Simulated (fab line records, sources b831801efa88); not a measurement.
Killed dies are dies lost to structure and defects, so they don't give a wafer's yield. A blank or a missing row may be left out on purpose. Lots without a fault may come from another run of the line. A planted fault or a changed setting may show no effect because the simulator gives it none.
Which tool did it? | flow sky130 | 11 lots, 33 wafers sampled, at 2 steps of a route of 708

WHAT THE GAUGES READ, wafer by wafer
SKY_LOCAL_INTERCONNECT_RS_MEAS_01: measures by four-point-probe.
lot  | measured     | on            | LOCAL_INTERCONNECT_TIN_RS (ohm/sq)
L413 | day 30 11:52 | film_metro-03 | 13.93 14.01 14.26
L414 | day 31 00:11 | film_metro-03 | 13.98 13.96 14.35
L416 | day 31 20:52 | film_metro-03 | 14.18 14.11 14.28
L417 | day 32 03:43 | film_metro-03 | 13.91 14.03 13.93
L421 | day 33 02:17 | film_metro-01 | 8.57 13.97 14.16
L422 | day 33 15:43 | film_metro-03 | 13.83 8.55 13.95
L426 | day 35 06:54 | film_metro-01 | 14.00 14.01 13.87
L427 | day 35 07:48 | film_metro-02 | 13.92 14.08 13.96
L432 | day 37 02:37 | film_metro-02 | 14.09 14.24 14.50
L431 | day 37 05:52 | film_metro-03 | 13.80 13.89 14.10
L430 | day 37 07:34 | film_metro-03 | 14.16 14.32 14.20

WHICH TOOL RAN EACH LOT (tool, then ch and the chambers of the sampled wafers, then the start)
lot  | SKY_LOCAL_INTERCONNECT_SPUTTER_00
L413 | pvd_sputter-04, day 30 11:47
L414 | pvd_sputter-01, day 31 00:07
L416 | pvd_sputter-04, day 31 20:47
L417 | pvd_sputter-02, day 32 03:38
L421 | pvd_sputter-02, day 33 02:13
L422 | pvd_sputter-02, day 33 15:39
L426 | pvd_sputter-01, day 35 06:48
L427 | pvd_sputter-01, day 35 07:44
L432 | pvd_sputter-04, day 37 02:32
L431 | pvd_sputter-02, day 37 05:48
L430 | pvd_sputter-02, day 37 07:29
- SKY_LOCAL_INTERCONNECT_SPUTTER_00: material TiN, target thk 100 nm, time 83.3 s.

THE ANSWER, worked out from the rows above alone
Rule: what is usual is taken from the lots themselves. Put in order of their means at a reading, lots are off if they are a third of the lots or fewer, leave a main group of 4 or more, and stand apart from it by a gap of 3 or more times the standard deviation of the main group's means; of several such gaps the widest counts. A main group whose means are all the same, to the digits that the tables above print for the reading, isn't used. A lot without any number at a reading at which 4 lots or more have one is off too. The other lots that the step has rows for count as sound.
Off: L421, L422, at SKY_LOCAL_INTERCONNECT_RS_MEAS_01 (LOCAL_INTERCONNECT_TIN_RS). The main group: mean 14.08 ohm/sq, standard deviation 0.12.
A tool fits if, at a process step before that reading, it ran every lot that is off, and no sound lot after the first of them. The gauges at SKY_LOCAL_INTERCONNECT_RS_MEAS_01 are tried like those tools. None of those tried fits.

WHAT THE SIMULATOR HAD PUT IN
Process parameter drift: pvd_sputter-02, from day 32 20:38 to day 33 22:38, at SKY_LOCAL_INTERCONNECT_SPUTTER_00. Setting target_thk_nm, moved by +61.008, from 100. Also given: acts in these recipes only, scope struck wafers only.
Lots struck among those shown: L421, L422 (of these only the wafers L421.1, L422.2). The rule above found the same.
